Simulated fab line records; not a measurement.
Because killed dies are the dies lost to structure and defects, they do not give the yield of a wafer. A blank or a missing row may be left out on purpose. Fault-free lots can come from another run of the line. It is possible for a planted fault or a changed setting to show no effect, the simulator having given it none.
What tool caused it? ; flow gf180mcu ; 39 wafers from 13 lots sampled at 6 of the route's 602 steps

WHAT THE GAUGES SHOWED, per wafer
GF_STI_THK_MEAS_02.
lot;measured;on;STI_OXIDATION_THK (nm)
L418;day 1 11:32;filmMetro-02;10.30 10.18 10.14
L419;day 1 17:01;filmMetro-02;9.99 10.01 10.10
L420;day 1 22:02;filmMetro-02;9.91 9.59 9.87
L421;day 2 03:08;filmMetro-02;9.76 9.90 9.99
L422;day 2 07:33;filmMetro-02;9.86 9.94 9.90
L423;day 2 12:55;filmMetro-01;9.85 9.83 9.88
L424;day 2 17:55;filmMetro-01;10.15 10.18 10.12
L425;day 2 22:31;filmMetro-01;10.32 10.41 10.40
L427;day 3 09:00;filmMetro-01;10.11 9.86 10.07
L428;day 3 13:33;filmMetro-04;10.19 9.98 10.33
L435;day 5 00:31;filmMetro-01;9.88 9.95 9.82
L437;day 5 10:55;filmMetro-01;10.30 10.45 10.33
L439;day 5 20:42;filmMetro-04;10.07 10.05 10.00

GF_MVPSD_TW_MEAS_11.
lot;measured;on;MVPSD_TW
L418;day 4 22:55;filmMetro-03;549 548 547
L419;day 5 05:24;filmMetro-04;560 557 557
L420;day 5 11:57;filmMetro-03;542 545 544
L421;day 5 15:45;filmMetro-02;556 555 553
L422;day 6 02:46;filmMetro-02;556 558 560
L423;day 6 05:57;filmMetro-04;550 556 553
L424;day 6 12:28;filmMetro-03;546 547 548
L425;day 6 18:57;filmMetro-04;555 555 555
L427;day 7 05:46;filmMetro-02;556 556 556
L428;day 7 15:00;filmMetro-04;549 553 553
L435;day 9 06:55;filmMetro-03;696 700 702
L437;day 9 18:48;filmMetro-03;696 701 699
L439;day 10 06:44;filmMetro-02;555 554 556

GF_VT_IMPLANT_RS_MEAS_49: the measuring method here is four-point-probe.
lot;measured;on;MVPSD_RS (ohm/sq)
L418;day 7 13:16;filmMetro-03;1164 1168 1167
L419;day 7 20:04;filmMetro-04;1172 1170 1172
L420;day 8 02:40;filmMetro-04;1172 1171 1172
L421;day 8 07:49;filmMetro-03;1174 1175 1173
L422;day 8 18:38;filmMetro-04;1167 1167 1167
L423;day 8 23:49;filmMetro-03;1169 1168 1168
L424;day 9 05:42;filmMetro-04;1177 1176 1178
L425;day 9 11:47;filmMetro-03;1167 1169 1168
L427;day 10 01:22;filmMetro-03;1164 1164 1163
L428;day 10 11:52;filmMetro-02;1170 1167 1167
L435;day 12 08:35;filmMetro-04;657 657 658
L437;day 12 21:01;filmMetro-04;658 658 658
L439;day 13 10:04;filmMetro-03;1169 1172 1169

GF_NSD_CD_MEAS_07: target cd 400 nm.
lot;measured;on;cdNm (nm)
L418;day 13 07:31;cdSem-02;398.1 396.1 397.5
L419;day 13 16:57;cdSem-01;399.8 398.9 398.3
L420;day 14 00:48;cdSem-02;400.2 400.0 397.7
L421;day 14 04:49;cdSem-02;402.8 400.2 398.9
L422;day 14 19:47;cdSem-01;398.6 400.5 400.7
L423;day 15 01:16;cdSem-02;401.4 400.6 401.7
L424;day 15 10:14;cdSem-02;401.0 400.2 400.0
L425;day 15 14:57;cdSem-01;398.8 398.5 398.3
L427;day 16 10:20;cdSem-02;403.8 402.0 403.8
L428;day 16 19:40;cdSem-01;400.3 401.0 402.0
L435;day 19 11:28;cdSem-02;398.8 402.3 402.9
L437;day 19 22:07;cdSem-02;398.4 397.9 398.9
L439;day 20 13:13;cdSem-02;395.9 395.5 396.4

GF_SAB_CD_MEAS_09: target cd 420 nm.
lot;measured;on;cdNm (nm)
L418;day 15 03:06;cdSem-01;418.4 420.1 419.6
L419;day 15 12:19;cdSem-02;415.4 416.6 417.2
L420;day 15 21:31;cdSem-01;422.2 422.9 421.7
L421;day 16 00:45;cdSem-02;417.7 418.0 417.6
L422;day 16 15:32;cdSem-02;416.7 415.4 419.0
L423;day 16 22:58;cdSem-01;425.6 426.2 423.7
L424;day 17 07:47;cdSem-01;420.9 419.4 421.7
L425;day 17 12:58;cdSem-02;424.7 423.3 423.2
L427;day 18 09:45;cdSem-02;417.0 418.4 418.1
L428;day 18 19:36;cdSem-02;422.7 418.5 418.9
L435;day 21 12:09;cdSem-02;417.9 417.3 417.9
L437;day 21 22:33;cdSem-02;425.7 423.0 426.2
L439;day 22 13:08;cdSem-02;420.4 419.4 420.7

TOOL THAT RAN EACH LOT (tool first, then ch and the chambers of the sampled wafers, then the start)
lot;GF_MVPSD_IMPLANT_09
L418;implanter-01 ch 0, day 4 22:42
L419;implanter-04 ch 0, day 5 05:09
L420;implanter-01 ch 0, day 5 11:42
L421;implanter-04 ch 0, day 5 15:30
L422;implanter-04 ch 0, day 6 02:31
L423;implanter-01 ch 0, day 6 05:42
L424;implanter-01 ch 0, day 6 12:13
L425;implanter-02 ch 0, day 6 18:42
L427;implanter-04 ch 0, day 7 05:33
L428;implanter-02 ch 0, day 7 14:45
L435;implanter-01 ch 0, day 9 06:41
L437;implanter-01 ch 0, day 9 18:33
L439;implanter-02 ch 0, day 10 06:29
- GF_MVPSD_IMPLANT_09

AS READ BY THE TOOLS THEMSELVES (means over the sampled wafers that have a number; for cases with no such wafer, the mark the record gives instead)
GF_MVPSD_IMPLANT_09.
lot;tool;doseIonsCm2;faradayCurrentUA;tiltDeg (degrees)
L418;implanter-01;5.000e+12;28.5;-0.011
L419;implanter-04;5.000e+12;27.9;0.026
L420;implanter-01;5.001e+12;28.1;-0.010
L421;implanter-04;5.003e+12;28.3;-0.002
L422;implanter-04;5.001e+12;27.7;-0.003
L423;implanter-01;4.997e+12;28.6;-0.008
L424;implanter-01;5.002e+12;28.2;-0.028
L425;implanter-02;4.995e+12;28.4;-0.012
L427;implanter-04;5.004e+12;27.8;0.014
L428;implanter-02;5.001e+12;27.6;-0.041
L435;implanter-01;4.107e+13;235.4;-0.039
L437;implanter-01;4.107e+13;231.3;0.007
L439;implanter-02;5.004e+12;28.2;0.029

THE ANSWER, worked out from the rows above alone
Rule: usual is defined by the lots themselves. The widest of any qualifying gaps counts: lots, ordered by their means at a reading, are off when they make up no more than a third of the lots, leave a main group of 4 or more, and stand apart from it by 3 or more times the standard deviation of that group's means. A main group whose means are all the same, to the digits that the tables above print for the reading, isn't used. Also off: a lot with no number at a reading for which 4 or more lots have one. All remaining lots with rows at the step are treated as sound. After the gauges, taken in route order, come the tools' own readings; for these a lot's mean is taken, as printed above. The first step at which some lot is off is used, and at that step the reading that is off furthest; a lot without a number counts as furthest.
Off: at GF_MVPSD_TW_MEAS_11 (MVPSD_TW), L435, L437. Mean 553 and standard deviation 4.5 in the main group.
If a tool, at a process step before that reading, ran all the lots that are off and no sound lot after the first of them, it fits. The gauges at GF_MVPSD_TW_MEAS_11 aren't tried: what is off there is off at GF_VT_IMPLANT_RS_MEAS_49 too, on other tools, and a gauge's error can't cause that. One candidate fits, namely implanter-01 at GF_MVPSD_IMPLANT_09. A fault onset in the window from L424 (day 6 12:13, its last sound lot) to L435 (day 9 06:41, its first lot off) fits.
The tool's own readings at GF_MVPSD_IMPLANT_09 bear it out: on the lots that are off they differ by more than 5 times the standard deviation of the sound lots' means. doseIonsCm2 reads 4.107e+13 there against 5.001e+12 on the sound lots; faradayCurrentUA reads 233.4 there against 28.1 on the sound lots.

WHAT THE SIMULATOR PUT IN
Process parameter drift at GF_MVPSD_IMPLANT_09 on implanter-01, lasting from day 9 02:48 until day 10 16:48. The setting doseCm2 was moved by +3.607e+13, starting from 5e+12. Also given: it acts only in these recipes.
Struck lots among those shown: L435, L437. This agrees with what the rule above found.
